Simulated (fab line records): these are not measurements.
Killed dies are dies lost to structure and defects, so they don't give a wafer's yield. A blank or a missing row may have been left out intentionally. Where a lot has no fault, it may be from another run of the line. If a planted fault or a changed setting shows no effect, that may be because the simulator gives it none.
2 desks looking at one fault | flow sky130 | what lay behind the numbers comes last; until then each desk has only its own

== METROLOGY DESK ==
Lot by lot, what the gauges showed, no matter which tool ran the lot: averages of those sampled wafers that carry a number. The brackets show how far a lot's mean lies from the usual mean; more than 4 standard deviations puts the lot out of limits, marked OUT.
Columns: A = NWELL_00_OVL at SKY_NWELL_OVL_MEAS_10, usual 0.2 nm; B = SONOS_ONO_CVD_02_THK at SKY_SONOS_ONO_THK_MEAS_03, usual 10.83 nm; C = SONOS_ONO_CVD_04_THK at SKY_SONOS_ONO_THK_MEAS_05, usual 5.63 nm; D = SONOS_ONO_OVL at SKY_SONOS_ONO_OVL_MEAS_14, usual 1.4 nm
lot  | first seen here | A               | B     | C    | D
L897 | day 4 19:17     | 1.2             | 10.97 | 5.63 | 3.8
L898 | day 5 02:35     | 0.6             | 10.63 | 5.55 | 3.8
L900 | day 5 10:53     | -1.5            | 10.65 | 5.56 | 2.4
L901 | day 5 17:13     | 0.5             | 10.67 | 5.54 | 0.2
L903 | day 6 06:44     | 0.9             | 10.57 | 5.45 | 0.4
L907 | day 7 11:49     | -91.1 (-76) OUT | 10.90 | 5.61 | 1.8
L908 | day 7 15:23     | 0.3             | 10.84 | 5.67 | 1.7
L909 | day 7 19:52     | -90.2 (-75) OUT | 10.78 | 5.72 | 0.3
L910 | day 8 03:22     | 1.3             | 10.88 | 5.76 | 0.3
L912 | day 8 13:40     | -89.8 (-75) OUT | 10.94 | 5.68 | -0.9
L914 | day 8 22:31     | 1.1             | 10.99 | 5.49 | 0.8
L918 | day 10 11:28    | 0.3             | 10.81 | 5.73 | 1.8
L919 | day 10 11:50    | 1.7             | 10.76 | 5.58 | 1.0
Finding of this desk: L907, L909, L912 out of limits, first seen on L907 at day 7 11:49 (NWELL_00_OVL at SKY_NWELL_OVL_MEAS_10). Within limits: L897, L898, L900, L901, L903, L908, L910, L914, L918, L919.

== AT THE TOOL OWNER'S DESK: iline_stepper-01 ==
The tool's own readings at SKY_NWELL_EXPOSE_07 (exposes mask NWM, target cd 840 nm): means of the sampled wafers that have a number, for each lot that ran on this tool. The brackets show how far a lot's mean lies from the usual mean; more than 4 standard deviations puts the lot out of limits, marked OUT.
Columns: A = reticle_temp_C at SKY_NWELL_EXPOSE_07, usual 23.02 C
lot  | first seen here | A
L897 | day 4 11:14     | 22.93
L898 | day 4 17:23     | 23.11
L900 | day 5 02:08     | 23.09
L901 | day 5 08:16     | 22.99
L907 | day 7 01:49     | 22.98
L909 | day 7 11:20     | 22.97
L912 | day 8 03:09     | 23.07
This desk's verdict: no lot among the 7 shows anything out of limits.

== BROUGHT TOGETHER ==
An alarm was possible from the metrology desk at day 7 11:49, on L907, L909, L912.
The tool owner's desk saw nothing out of limits.
Tool owner's desk: L907, L909, L912 on record, inside its limits.
Every lot named ran SKY_NWELL_EXPOSE_07 on iline_stepper-01.

== WHAT HAD BEEN PUT IN BY THE SIMULATOR ==
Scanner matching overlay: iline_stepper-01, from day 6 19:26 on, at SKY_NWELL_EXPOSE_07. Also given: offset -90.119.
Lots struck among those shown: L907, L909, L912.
Per desk, hours elapsed from the start of the fault to the first reading out of limits: for the metrology desk, 16.
